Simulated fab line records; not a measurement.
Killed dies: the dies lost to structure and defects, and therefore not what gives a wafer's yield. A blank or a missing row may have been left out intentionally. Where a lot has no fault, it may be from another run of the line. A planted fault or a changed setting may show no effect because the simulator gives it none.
Which tool was responsible? + flow sky130 + 6 lots with 18 wafers sampled at 2 steps, on a route of 708 steps

WHAT EACH GAUGE READ, for each wafer
SKY_VIA4_RS_MEAS_19: uses a four-point probe to measure.
| lot  | measured     | on            | VIA4_W_RS (ohm/sq)                        |
|------|--------------|---------------|-------------------------------------------|
| L251 | day 44 13:19 | film_metro-03 | 0.2273 0.2273 0.2267                      |
| L254 | day 45 04:44 | film_metro-02 | 0.2286 0.2272 0.2308                      |
| L257 | day 45 19:31 | film_metro-04 | 0.3631 0.2298 0.2265 0.3628 0.2297 0.2271 |
| L269 | day 48 18:54 | film_metro-04 | 0.2239 0.2241 0.2243                      |
| L270 | day 49 03:20 | film_metro-03 | 0.2287 0.2266 0.2267                      |
| L272 | day 49 14:29 | film_metro-03 | 0.2304 0.2288 0.2292                      |

EACH LOT AND THE TOOL THAT RAN IT (in order: tool; ch and the chambers of the sampled wafers; start)
| lot  | SKY_VIA4_CVD_18               |
|------|-------------------------------|
| L251 | cvd_w-01 ch 0,1, day 44 13:10 |
| L254 | cvd_w-02 ch 0,1, day 45 04:35 |
| L257 | cvd_w-02 ch 0,1, day 45 19:22 |
| L269 | cvd_w-02 ch 0,1, day 48 18:44 |
| L270 | cvd_w-01 ch 1, day 49 03:04   |
| L272 | cvd_w-01 ch 0, day 49 14:20   |
- SKY_VIA4_CVD_18: deposits W, target thk 505 nm, time 152.14 s.

THE ANSWER, worked out from the rows above alone
Rule: the lots themselves supply what counts as usual. The widest of any qualifying gaps counts: lots, ordered by their means at a reading, are off when they make up no more than a third of the lots, leave a main group of 4 or more, and stand apart from it by 3 or more times the standard deviation of that group's means. If all means in a main group match to the digits the tables above print for the reading, that group is not used. Also off: a lot with no number at a reading for which 4 or more lots have one. The other lots that the step has rows for count as sound.
Off: L257, at SKY_VIA4_RS_MEAS_19 (VIA4_W_RS). For the main group the mean is 0.2274 ohm/sq and the standard deviation 0.0019.
A tool fits if, at a process step before that reading, it ran every lot that is off, and no sound lot after the first of them. Gauges at SKY_VIA4_RS_MEAS_19: tried the same way as those tools. Not one of the candidates tried fits.

WHAT WAS PUT IN BY THE SIMULATOR
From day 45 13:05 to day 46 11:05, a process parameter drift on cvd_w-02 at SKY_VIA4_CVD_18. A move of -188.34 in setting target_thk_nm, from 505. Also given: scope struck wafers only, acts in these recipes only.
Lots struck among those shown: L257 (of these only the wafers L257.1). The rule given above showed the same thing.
